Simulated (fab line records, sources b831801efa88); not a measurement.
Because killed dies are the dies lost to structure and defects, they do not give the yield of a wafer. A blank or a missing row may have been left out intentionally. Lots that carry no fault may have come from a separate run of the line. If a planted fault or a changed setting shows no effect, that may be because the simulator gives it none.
fab line records | flow sky130
record: lots: 7 | wafers: 20 | last_day: 50
route steps=708 shown VT_ADJUST_HVTR@139 VT_ADJUST_PCH@143 SONOS_TUNNEL@154 PAD_OPEN@708
lots with no fault: from the same line, run without faults
start_h: hours from the record's first day to the start of the lot's first wafer shown | wait_h: time in hours since the lot's previous step | " unchanged from the row above | L1.1+2: a row that stands for several wafers | - either no value or no given start | * or withheld: withheld | < > ~ a bound
route shown NAME@n: names a module that has steps shown in the file, with the first one's number in the route | usual: mean/standard deviation taken from wafers without a fault | same: alike in all rows | chamber/n: place in a boat | sites: per-site readings | _std_site: the values' standard deviation | _edge_site: outer sites' mean less inner sites' | radius_mm: for every site, how far away it sits from the centre of the wafer | mask NAME#n: copy n | behind: the tool/chamber that last shaped the wafer | hold: the reason the lot was held/the length of the hold in hours/how it ended | device: names the non-switching transistor (n, p or np) | end of line: the route-end tests of the same wafers | step lacking rows: just its recipe | killed: at the first sort, the dies lost to defects and structure; wafer yield is something else | map: a wafer's dies, marking killed ones x, the rest . and places with no die _
set.NAME: the setting the step ran with; set.NAME@STEP: the setting that earlier step ran with | model.NAME: the simulator's own value behind a step, which no gauge read
lots at some steps of the route; a table a step, a row a wafer
services: the hour from which a tool's chamber was out of use, counted from the record's first day as start_h (under 0 if before that day), plus the number of hours and why
== steps ==
step: SKY_VT_ADJUST_HVTR_OVL_MEAS_08
usual: VT_ADJUST_HVTR_OVL: -0.3/1.3
lot.wafer | tool       | chamber | start_h | wait_h | VT_ADJUST_HVTR_OVL[nm]
L941.1    | overlay-02 | -       | 232.88  | 0.1    | -2.9
L941.4    | "          | -       | "       | "      | -1.6
L941.6    | "          | -       | "       | "      | -2.6
L942.1    | overlay-02 | -       | 256.88  | 0.1    | -0.3
L942.4    | "          | -       | "       | "      | -1.4
L942.6    | "          | -       | "       | "      | 0.5
L951.1    | overlay-02 | -       | 303.71  | 0.1    | 1.2
L951.2    | "          | -       | "       | "      | 0.2
L951.3    | "          | -       | "       | "      | 0.3
L952.2    | overlay-01 | -       | 311.18  | 0.1    | -2.7
L952.3    | "          | -       | "       | "      | -1.4
L952.5    | "          | -       | "       | "      | -0.9
L953.2    | overlay-01 | -       | 318.58  | 0.1    | -1.8
L953.6    | "          | -       | "       | "      | -2.1
L958.2    | overlay-01 | -       | 356.98  | 0.1    | 1.2
L958.4    | "          | -       | "       | "      | 1.0
L958.5    | "          | -       | "       | "      | 2.0
L960.2    | overlay-02 | -       | 370.29  | 0.1    | -0.6
L960.5    | "          | -       | "       | "      | -2.0
L960.6    | "          | -       | "       | "      | -1.1
step: SKY_VT_ADJUST_HVTR_IMPLANT_09
recipe: species: B | energy_kev: 10 | dose_cm2: 2.1e+12 | tilt_deg: withheld
step: SKY_VT_ADJUST_HVTR_STRIP_10
recipe: chemistry: O2/N2 | power_w: 1400 | pressure_mtorr: 1500 | platen_temp_c: withheld | o2_flow_sccm: 3000 | n2_flow_sccm: 300 | overash_fraction: 0.5
usual: drypump_motor_current_A: 5.4/0.42 | oes_product_au: 0.716/0.0046 | strip_time_to_endpoint_s: 14.17/0.034
lot.wafer | tool            | chamber | start_h | wait_h | drypump_motor_current_A | oes_product_au | rf_hours_counter_h | strip_time_to_endpoint_s
L941.1    | plasma_asher-01 | 0       | 233.07  | 0.1    | 6.1                     | 0.716          | 55                 | 14.22
L941.4    | "               | 0       | "       | "      | 6.1                     | 0.713          | -                  | 14.24
L941.6    | "               | 0       | "       | "      | 6.1                     | 0.718          | -                  | 14.24
L942.1    | plasma_asher-03 | 0       | 257.07  | 0.1    | 5.3                     | 0.716          | 12                 | 14.19
L942.4    | "               | 1       | "       | "      | 5.3                     | 0.720          | -                  | 14.18
L942.6    | "               | 0       | "       | "      | 5.3                     | 0.715          | -                  | 14.18
L951.1    | plasma_asher-02 | 1       | 303.90  | 0.1    | 5.7                     | 0.715          | 60                 | 14.18
L951.2    | "               | 0       | "       | "      | 5.0                     | 0.711          | 60                 | 14.14
L951.3    | "               | 0       | "       | "      | 5.1                     | 0.711          | -                  | 14.15
L952.2    | plasma_asher-02 | 1       | 311.36  | 0.1    | 5.7                     | 0.719          | 61                 | 14.19
L952.3    | "               | 0       | "       | "      | 5.0                     | 0.723          | -                  | 14.15
L952.5    | "               | 0       | "       | "      | 5.0                     | 0.713          | -                  | 14.17
L953.2    | plasma_asher-02 | 1       | 318.76  | 0.1    | 5.7                     | 0.714          | 62                 | 14.16
L953.6    | "               | 1       | "       | "      | 5.8                     | 0.711          | -                  | 14.14
L958.2    | plasma_asher-03 | 0       | 357.16  | 0.1    | 5.3                     | 0.721          | 22                 | 14.22
L958.4    | "               | 0       | "       | "      | 5.3                     | 0.707          | -                  | 14.23
L958.5    | "               | 0       | "       | "      | 5.3                     | 0.724          | -                  | 14.19
L960.2    | plasma_asher-01 | 1       | 370.47  | 0.1    | 5.0                     | 0.718          | 68                 | 14.13
L960.5    | "               | 0       | "       | "      | 6.2                     | 0.717          | -                  | 14.16
L960.6    | "               | 1       | "       | "      | 5.0                     | 0.719          | -                  | 14.10
step: SKY_VT_ADJUST_HVTR_TW_MEAS_11
usual: VT_ADJUST_HVTR_TW: 211.6/1.8
lot.wafer | tool          | chamber | start_h | wait_h | VT_ADJUST_HVTR_TW
L941.1    | film_metro-04 | -       | 233.17  | 0.1    | 209.6
L941.4    | "             | -       | "       | "      | 209.5
L941.6    | "             | -       | "       | "      | 209.9
L942.1    | film_metro-03 | -       | 257.17  | 0.1    | 211.5
L942.4    | "             | -       | "       | "      | 212.0
L942.6    | "             | -       | "       | "      | 211.7
L951.1    | film_metro-03 | -       | 304.00  | 0.1    | 213.1
L951.2    | "             | -       | "       | "      | 212.9
L951.3    | "             | -       | "       | "      | 213.3
L952.2    | film_metro-01 | -       | 311.47  | 0.1    | 214.0
L952.3    | "             | -       | "       | "      | 213.4
L952.5    | "             | -       | "       | "      | 214.0
L953.2    | film_metro-04 | -       | 318.87  | 0.1    | 209.2
L953.6    | "             | -       | "       | "      | 210.2
L958.2    | film_metro-04 | -       | 357.27  | 0.1    | 209.9
L958.4    | "             | -       | "       | "      | 209.1
L958.5    | "             | -       | "       | "      | 208.9
L960.2    | film_metro-04 | -       | 370.58  | 0.1    | 208.1
L960.5    | "             | -       | "       | "      | 207.9
L960.6    | "             | -       | "       | "      | 208.3
step: SKY_VT_ADJUST_PCH_DEHYDRATE_00
recipe: temp_c: 200 | time_s: 60
step: SKY_VT_ADJUST_PCH_HMDS_01
recipe: prime_time_s: 60 | prime_temp_c: 120
step: SKY_VT_ADJUST_PCH_COAT_02
recipe: spin_rpm: 2000 | resist_thk_nm: 3000
step: SKY_VT_ADJUST_PCH_SOFTBAKE_03
recipe: temp_c: 110 | time_s: withheld
step: SKY_VT_ADJUST_PCH_EXPOSE_04
recipe: mask_id: NWM | na: 0.6 | source_shape: conventional | sigma_outer: 0.6 | polarization: unpolarized | target_cd_nm: 840 | dose_mj: 255
step: SKY_VT_ADJUST_PCH_PEB_05
recipe: temp_c: 115 | time_s: withheld
step: SKY_VT_ADJUST_PCH_DEVELOP_06
recipe: wall_angle_deg: 90 | developer: TMAH | develop_time_s: 60 | dev_temp_c: 23
step: SKY_VT_ADJUST_PCH_OVL_MEAS_07
usual: VT_ADJUST_PCH_OVL: -0.9/1.3
lot.wafer | tool       | chamber | start_h | wait_h | VT_ADJUST_PCH_OVL[nm]
L941.1    | overlay-02 | -       | 255.86  | -      | 0.3
L941.4    | "          | -       | "       | "      | 0.4
L941.6    | "          | -       | "       | "      | -0.9
L942.1    | overlay-01 | -       | 281.12  | -      | -0.6
L942.4    | "          | -       | "       | "      | -2.9
L942.6    | "          | -       | "       | "      | -2.2
L951.1    | overlay-02 | -       | 330.31  | -      | -2.8
L951.2    | "          | -       | "       | "      | -2.3
L951.3    | "          | -       | "       | "      | -1.4
L952.2    | overlay-01 | -       | 337.37  | -      | 0.8
L952.3    | "          | -       | "       | "      | 0.2
L952.5    | "          | -       | "       | "      | 0.2
L953.2    | overlay-01 | -       | 345.81  | -      | 1.6
L953.6    | "          | -       | "       | "      | 2.2
L958.2    | overlay-01 | -       | 385.72  | -      | -1.3
L958.4    | "          | -       | "       | "      | -0.5
L958.5    | "          | -       | "       | "      | -2.7
L960.2    | overlay-02 | -       | 399.17  | -      | 1.1
L960.5    | "          | -       | "       | "      | 0.3
L960.6    | "          | -       | "       | "      | -0.1
step: SKY_VT_ADJUST_PCH_IMPLANT_08
recipe: species: B | energy_kev: 10 | dose_cm2: 5e+11 | tilt_deg: withheld
usual: beam_energy_keV: 10.001/0.003 | beam_on_s: 9.99/0.19
lot.wafer | tool         | chamber | start_h | wait_h | beam_energy_keV | beam_on_s
L941.1    | implanter-02 | 0       | 255.89  | 0.0    | 10.000          | 10.02
L941.4    | "            | 0       | "       | "      | 10.004          | 9.79
L941.6    | "            | 0       | "       | "      | 10.004          | 10.71
L942.1    | implanter-04 | 0       | 281.16  | 0.0    | 10.006          | 10.05
L942.4    | "            | 0       | "       | "      | 10.003          | 9.82
L942.6    | "            | 0       | "       | "      | 10.005          | 10.37
L951.1    | implanter-02 | 0       | 330.90  | 0.6    | 9.9968          | 10.19
L951.2    | "            | 0       | "       | "      | 10.004          | 10.16
L951.3    | "            | 0       | "       | "      | 10.001          | 10.11
L952.2    | implanter-02 | 0       | 337.52  | 0.1    | 10.006          | 9.76
L952.3    | "            | 0       | "       | "      | 10.007          | 10.09
L952.5    | "            | 0       | "       | "      | 10.006          | 9.91
L953.2    | implanter-02 | 0       | 345.87  | 0.0    | 10.001          | 10.21
L953.6    | "            | 0       | "       | "      | 10.005          | 9.84
L958.2    | implanter-04 | 0       | 385.77  | 0.0    | 10.004          | 9.53
L958.4    | "            | 0       | "       | "      | 9.9969          | 10.08
L958.5    | "            | 0       | "       | "      | 9.9941          | 10.08
L960.2    | implanter-04 | 0       | 399.22  | 0.0    | 10.001          | 9.73
L960.5    | "            | 0       | "       | "      | 10.003          | 9.88
L960.6    | "            | 0       | "       | "      | 10.003          | 10.09
step: SKY_VT_ADJUST_PCH_STRIP_09
recipe: chemistry: O2/N2 | power_w: 1400 | pressure_mtorr: 1500 | platen_temp_c: withheld | o2_flow_sccm: 3000 | n2_flow_sccm: 300 | overash_fraction: 0.5
usual: drypump_motor_current_A: 5.4/0.3 | oes_product_au: 0.723/0.0045 | strip_time_to_endpoint_s: 36.95/0.098
lot.wafer | tool            | chamber | start_h | wait_h | drypump_motor_current_A | oes_product_au | rf_hours_counter_h | strip_time_to_endpoint_s
L941.1    | plasma_asher-02 | 0       | 256.04  | 0.1    | 5.0                     | 0.729          | 55                 | 36.79
L941.4    | "               | 1       | "       | "      | 5.7                     | 0.720          | -                  | 36.96
L941.6    | "               | 1       | "       | "      | 5.7                     | 0.715          | -                  | 36.86
L942.1    | plasma_asher-04 | 1       | 281.31  | 0.1    | 5.8                     | 0.725          | 46                 | 36.88
L942.4    | "               | 1       | "       | "      | 5.8                     | 0.712          | -                  | 36.91
L942.6    | "               | 1       | "       | "      | 5.8                     | 0.719          | -                  | 36.92
L951.1    | plasma_asher-04 | 1       | 331.05  | 0.1    | 5.8                     | 0.718          | 51                 | 36.95
L951.2    | "               | 0       | "       | "      | 5.1                     | 0.719          | 51                 | 36.90
L951.3    | "               | 0       | "       | "      | 5.1                     | 0.726          | -                  | 36.96
L952.2    | plasma_asher-04 | 0       | 337.65  | 0.1    | 5.1                     | 0.722          | 51                 | 37.13
L952.3    | "               | 1       | "       | "      | 5.9                     | 0.723          | -                  | 37.07
L952.5    | "               | 1       | "       | "      | 5.9                     | 0.728          | -                  | 37.13
L953.2    | plasma_asher-03 | 1       | 345.99  | 0.1    | 5.2                     | 0.728          | 21                 | 37.03
L953.6    | "               | 1       | "       | "      | 5.2                     | 0.718          | -                  | 36.92
L958.2    | plasma_asher-03 | 1       | 385.90  | 0.1    | 5.3                     | 0.729          | 25                 | 36.89
L958.4    | "               | 1       | "       | "      | 5.2                     | 0.723          | -                  | 36.96
L958.5    | "               | 1       | "       | "      | 5.2                     | 0.724          | -                  | 36.94
L960.2    | plasma_asher-03 | 0       | 399.35  | 0.1    | 5.3                     | 0.723          | 27                 | 36.90
L960.5    | "               | 0       | "       | "      | 5.3                     | 0.727          | -                  | 37.04
L960.6    | "               | 1       | "       | "      | 5.2                     | 0.723          | -                  | 36.83
step: SKY_VT_ADJUST_PCH_TW_MEAS_10
usual: VT_ADJUST_PCH_TW: 143.5/0.69
lot.wafer | tool          | chamber | start_h | wait_h | VT_ADJUST_PCH_TW
L941.1    | film_metro-02 | -       | 256.14  | 0.1    | 143.4
L941.4    | "             | -       | "       | "      | 142.5
L941.6    | "             | -       | "       | "      | 142.2
L942.1    | film_metro-02 | -       | 281.41  | 0.1    | 142.1
L942.4    | "             | -       | "       | "      | 142.0
L942.6    | "             | -       | "       | "      | 142.5
L951.1    | film_metro-02 | -       | 331.15  | 0.1    | 140.5
L951.2    | "             | -       | "       | "      | 141.7
L951.3    | "             | -       | "       | "      | 142.8
L952.2    | film_metro-01 | -       | 337.76  | 0.1    | 141.0
L952.3    | "             | -       | "       | "      | 143.5
L952.5    | "             | -       | "       | "      | 143.9
L953.2    | film_metro-03 | -       | 346.10  | 0.1    | 141.0
L953.6    | "             | -       | "       | "      | 143.7
L958.2    | film_metro-03 | -       | 386.01  | 0.1    | 144.1
L958.4    | "             | -       | "       | "      | 143.6
L958.5    | "             | -       | "       | "      | 143.3
L960.2    | film_metro-01 | -       | 399.46  | 0.1    | 144.9
L960.5    | "             | -       | "       | "      | 145.2
L960.6    | "             | -       | "       | "      | 143.7
step: SKY_SONOS_TUNNEL_DEHYDRATE_00
recipe: temp_c: 200 | time_s: 60
step: SKY_PAD_OPEN_PROBE_99
usual: killed_at_M0_to_M3: 43/6.6 | killed_at_M4_up: 2.9/1.6 | killed_at_contacts: 24/4.9 | killed_at_front_end: 15/4.5 | killed_at_other: 0.2/0.45 | killed_dies: 86/8.8 | killed_open: 48/6.4 | killed_short: 38/5.6
same: gross_dies: 492 | killed_at_back_side: 0
lot.wafer | tool      | chamber | start_h | wait_h | killed_at_M0_to_M3 | killed_at_M4_up | killed_at_contacts | killed_at_front_end | killed_at_other | killed_dies | killed_open | killed_short | model.etest.pfet_g5v0d10v5.vt_long_v | model.etest.pfet_g5v0d10v5.vt_v_range | model.etest.pfet_01v8_lvt.vt_v_range
L941.1    | prober-02 | -       | 1102.94 | 0.1    | 38                 | 4               | 12                 | 15                  | 0               | 69          | 36          | 33           | -0.9341                              | 0.0309                                | 0.01087
L941.4    | prober-02 | -       | 1103.09 | 0.2    | 39                 | 4               | 18                 | 17                  | 1               | 79          | 41          | 38           | -0.941                               | 0.02727                               | 0.01474
L941.6    | prober-02 | -       | 1103.19 | 0.2    | 26                 | 4               | 26                 | 12                  | 0               | 68          | 43          | 25           | -0.9491                              | 0.04952                               | 0.0153
L942.1    | prober-01 | -       | 1124.74 | 0.1    | 41                 | 2               | 20                 | 10                  | 0               | 73          | 47          | 26           | -0.9346                              | 0.02845                               | 0.01721
L942.4    | prober-01 | -       | 1124.89 | 0.2    | 50                 | 2               | 26                 | 9                   | 0               | 87          | 50          | 37           | -0.9418                              | 0.07754                               | 0.03005
L942.6    | prober-01 | -       | 1124.99 | 0.2    | 37                 | 5               | 31                 | 12                  | 1               | 86          | 59          | 27           | -0.9407                              | 0.07075                               | 0.02198
L951.1    | prober-01 | -       | 1157.48 | 0.1    | 32                 | 4               | 22                 | 10                  | 1               | 69          | 44          | 25           | -0.9427                              | 0.06924                               | 0.02789
L951.2    | prober-01 | -       | 1157.53 | 0.1    | 52                 | 4               | 25                 | 12                  | 1               | 94          | 56          | 38           | -0.9552                              | 0.06792                               | 0.02839
L951.3    | prober-01 | -       | 1157.58 | 0.2    | 49                 | 2               | 28                 | 10                  | 0               | 89          | 57          | 32           | -0.9313                              | 0.02611                               | 0.007744
L952.2    | prober-02 | -       | 1162.83 | 0.1    | 42                 | 2               | 18                 | 19                  | 1               | 82          | 52          | 30           | -0.9367                              | 0.0463                                | 0.03556
L952.3    | prober-02 | -       | 1162.88 | 0.2    | 48                 | 5               | 30                 | 12                  | 1               | 96          | 54          | 42           | -0.9281                              | 0.03272                               | 0.03038
L952.5    | prober-02 | -       | 1162.98 | 0.2    | 43                 | 0               | 26                 | 18                  | 1               | 88          | 51          | 37           | -0.919                               | 0.05438                               | 0.023
L953.2    | prober-01 | -       | 1167.10 | 0.1    | 39                 | 3               | 22                 | 13                  | 0               | 77          | 47          | 30           | -0.9506                              | 0.0832                                | 0.03857
L953.6    | prober-01 | -       | 1167.30 | 0.2    | 51                 | 4               | 25                 | 11                  | 0               | 91          | 53          | 38           | -0.9275                              | 0.03548                               | 0.01995
L958.2    | prober-02 | -       | 1190.42 | 0.1    | 59                 | 1               | 14                 | 6                   | 0               | 80          | 47          | 33           | -0.9291                              | 0.03732                               | 0.0202
L958.4    | prober-02 | -       | 1190.52 | 0.2    | 38                 | 3               | 29                 | 10                  | 1               | 81          | 53          | 28           | -0.9489                              | 0.03371                               | 0.0109
L958.5    | prober-02 | -       | 1190.57 | 0.2    | 43                 | 4               | 25                 | 17                  | 0               | 89          | 47          | 42           | -0.9285                              | 0.04727                               | 0.0154
L960.2    | prober-02 | -       | 1203.83 | 0.1    | 27                 | 2               | 21                 | 6                   | 0               | 56          | 31          | 25           | -0.9422                              | 0.02393                               | 0.02828
L960.5    | prober-02 | -       | 1203.98 | 0.2    | 44                 | 6               | 29                 | 5                   | 0               | 84          | 49          | 35           | -0.9491                              | 0.05062                               | 0.03841
L960.6    | prober-02 | -       | 1204.03 | 0.2    | 34                 | 2               | 26                 | 9                   | 0               | 71          | 35          | 36           | -0.94                                | 0.04698                               | 0.03543
killed by level:class
L941.1 VIA1:geometric_particle:open=8 FIELD_ISO:geometric_particle:open=5 CONTACT:geometric_particle:open=5 CONTACT:geometric_particle:short=4 METAL1:geometric_particle:short=4 METAL2:geometric_particle:short=4 VIA2:geometric_particle:short=4 METAL3:geometric_particle:short=4
L941.4 VIA2:geometric_particle:open=11 VIA1:geometric_particle:open=9 POLY_GATE:geometric_particle:short=6 CONTACT:geometric_particle:open=6 LOCAL_INTERCONNECT:geometric_particle:short=4 VIA3:geometric_particle:open=4 FIELD_ISO:geometric_particle:short=3 SPACER:geometric_particle:short=3
L941.6 LI_CONTACT:geometric_particle:open=10 CONTACT:geometric_particle:open=10 VIA3:geometric_particle:open=7 POLY_GATE:geometric_particle:open=5 VIA1:geometric_particle:open=5 VIA3:geometric_particle:short=3 LOCAL_INTERCONNECT:geometric_particle:short=3 CONTACT:geometric_particle:short=3
L942.1 LI_CONTACT:geometric_particle:open=8 VIA1:geometric_particle:open=8 VIA2:geometric_particle:open=8 CONTACT:geometric_particle:open=7 VIA3:geometric_particle:open=6 POLY_GATE:geometric_particle:short=4 METAL2:geometric_particle:short=4 VIA2:geometric_particle:short=4
L942.4 LI_CONTACT:geometric_particle:open=10 VIA1:geometric_particle:open=10 VIA1:geometric_particle:short=8 CONTACT:geometric_particle:open=7 VIA3:geometric_particle:open=7 VIA2:geometric_particle:open=7 METAL2:geometric_particle:short=5 VIA2:geometric_particle:short=4
L942.6 CONTACT:geometric_particle:open=12 VIA1:geometric_particle:open=11 LI_CONTACT:geometric_particle:open=10 VIA3:geometric_particle:open=7 CONTACT:geometric_particle:short=5 VIA2:geometric_particle:open=5 POLY_GATE:geometric_particle:open=4 LOCAL_INTERCONNECT:geometric_particle:short=4
L951.1 CONTACT:geometric_particle:open=11 VIA1:geometric_particle:open=9 VIA3:geometric_particle:open=7 LI_CONTACT:geometric_particle:open=6 VIA1:geometric_particle:short=5 FIELD_ISO:geometric_particle:short=4 CONTACT:geometric_particle:short=3 FIELD_ISO:geometric_particle:open=2
L951.2 VIA1:geometric_particle:open=12 VIA3:geometric_particle:open=12 VIA1:geometric_particle:short=9 LI_CONTACT:geometric_particle:open=8 CONTACT:geometric_particle:open=7 CONTACT:geometric_particle:short=5 POLY_GATE:geometric_particle:short=4 LOCAL_INTERCONNECT:geometric_particle:short=4
L951.3 CONTACT:geometric_particle:open=15 VIA1:geometric_particle:open=11 VIA3:geometric_particle:open=10 LI_CONTACT:geometric_particle:open=5 METAL2:geometric_particle:short=5 FIELD_ISO:geometric_particle:open=4 VIA3:geometric_particle:short=4 METAL1:geometric_particle:open=4
L952.2 VIA1:geometric_particle:open=14 FIELD_ISO:geometric_particle:open=7 VIA2:geometric_particle:open=6 CONTACT:geometric_particle:open=6 FIELD_ISO:geometric_particle:short=5 LI_CONTACT:geometric_particle:open=5 CONTACT:geometric_particle:short=5 VIA3:geometric_particle:short=5
L952.3 CONTACT:geometric_particle:open=14 VIA2:geometric_particle:open=10 VIA1:geometric_particle:open=8 VIA3:geometric_particle:short=7 LI_CONTACT:geometric_particle:open=6 FIELD_ISO:geometric_particle:short=5 CONTACT:geometric_particle:short=5 METAL2:geometric_particle:short=5
L952.5 VIA2:geometric_particle:open=14 CONTACT:geometric_particle:open=13 CONTACT:geometric_particle:short=8 FIELD_ISO:geometric_particle:short=6 VIA1:geometric_particle:open=6 VIA2:geometric_particle:short=5 VIA3:geometric_particle:open=5 METAL1:geometric_particle:short=4
L953.2 VIA1:geometric_particle:open=15 CONTACT:geometric_particle:open=12 VIA3:geometric_particle:open=6 LOCAL_INTERCONNECT:geometric_particle:short=5 VIA1:geometric_particle:short=5 METAL1:geometric_particle:short=5 VIA2:geometric_particle:short=4 FIELD_ISO:geometric_particle:open=3
L953.6 VIA1:geometric_particle:open=15 CONTACT:geometric_particle:open=12 METAL2:geometric_particle:short=8 VIA2:geometric_particle:open=7 VIA3:geometric_particle:open=5 LI_CONTACT:geometric_particle:open=4 METAL3:geometric_particle:short=4 VIA2:geometric_particle:short=4
L958.2 VIA1:geometric_particle:open=14 METAL1:geometric_particle:short=12 CONTACT:geometric_particle:open=9 VIA2:geometric_particle:open=9 METAL2:geometric_particle:short=5 METAL1:geometric_particle:open=5 VIA3:geometric_particle:open=4 VIA1:geometric_particle:short=4
L958.4 LI_CONTACT:geometric_particle:open=12 VIA1:geometric_particle:open=11 CONTACT:geometric_particle:open=9 METAL1:geometric_particle:short=5 VIA2:geometric_particle:open=5 VIA3:geometric_particle:open=4 METAL1:geometric_particle:open=4 LI_CONTACT:geometric_particle:short=4
L958.5 VIA1:geometric_particle:open=10 VIA1:geometric_particle:short=9 CONTACT:geometric_particle:open=8 FIELD_ISO:geometric_particle:open=7 LOCAL_INTERCONNECT:geometric_particle:short=6 VIA3:geometric_particle:open=5 POLY_GATE:geometric_particle:short=4 LI_CONTACT:geometric_particle:open=4
L960.2 VIA1:geometric_particle:open=7 LI_CONTACT:geometric_particle:open=6 VIA2:geometric_particle:open=6 CONTACT:geometric_particle:open=5 LI_CONTACT:geometric_particle:short=4 METAL1:geometric_particle:short=4 LOCAL_INTERCONNECT:geometric_particle:short=3 VIA1:geometric_particle:short=3
L960.5 VIA1:geometric_particle:open=14 CONTACT:geometric_particle:open=10 VIA2:geometric_particle:open=10 LI_CONTACT:geometric_particle:open=9 VIA1:geometric_particle:short=6 METAL4:geometric_particle:short=5 LOCAL_INTERCONNECT:geometric_particle:short=4 METAL1:geometric_particle:short=4
L960.6 CONTACT:geometric_particle:open=11 VIA1:geometric_particle:open=8 CONTACT:geometric_particle:short=6 METAL2:geometric_particle:short=6 VIA3:geometric_particle:open=5 LI_CONTACT:geometric_particle:short=4 LI_CONTACT:geometric_particle:open=4 VIA2:geometric_particle:short=4
== services ==
tool            | chamber | start_h | hours | kind
plasma_asher-02 | -       | 226.92  | 0.7   | repair
plasma_asher-03 | -       | 231.71  | 14.6  | pm
implanter-04    | -       | 246.48  | 5.3   | repair
implanter-02    | -       | 268.17  | 1.6   | repair
implanter-02    | -       | 278.52  | 1.3   | repair
implanter-02    | -       | 289.03  | 1.2   | repair
plasma_asher-04 | -       | 308.94  | 3.7   | repair
implanter-04    | -       | 315.95  | 3.2   | repair
implanter-02    | -       | 316.51  | 2.2   | repair
implanter-04    | -       | 322.37  | 2.4   | repair
implanter-04    | -       | 336.82  | 5.0   | pm
implanter-02    | -       | 348.80  | 1.3   | repair
plasma_asher-01 | -       | 354.91  | 8.8   | repair
plasma_asher-01 | -       | 375.18  | 12.4  | pm
== key ==
first_sign: step: SKY_VT_ADJUST_PCH_TW_MEAS_10 | reading: VT_ADJUST_PCH_TW | direction: down | sigmas: 3.5 | usual: 143.5 | struck: 141.0
effect none on later readings
model_effect: step: SKY_PAD_OPEN_PROBE_99 | value: etest.pfet_g5v0d10v5.vt_long_v | without: -0.9235 | struck: -0.9463
met_at SKY_VT_ADJUST_PCH_IMPLANT_08
struck_wafers L951.1,L951.2,L952.2,L953.2
tester_left_out L951,L952,L953
onset_between 255.89 330.90
fault: kind: process_parameter_drift | tool: implanter-02 | chamber: - | onset_h: 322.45 | steps: SKY_VT_ADJUST_PCH_IMPLANT_08 | channel: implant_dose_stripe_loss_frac | offset: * | shape: step | end_h: 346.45 | scope: struck_wafers_only
tester_left_out: of these lots the tester's yield and bins aren't shown, on N5 and GAA mostly nor the transistor test; their killed dies are dies lost to structure and defects alone, not to doping, threshold or leakage, so they don't give the yield
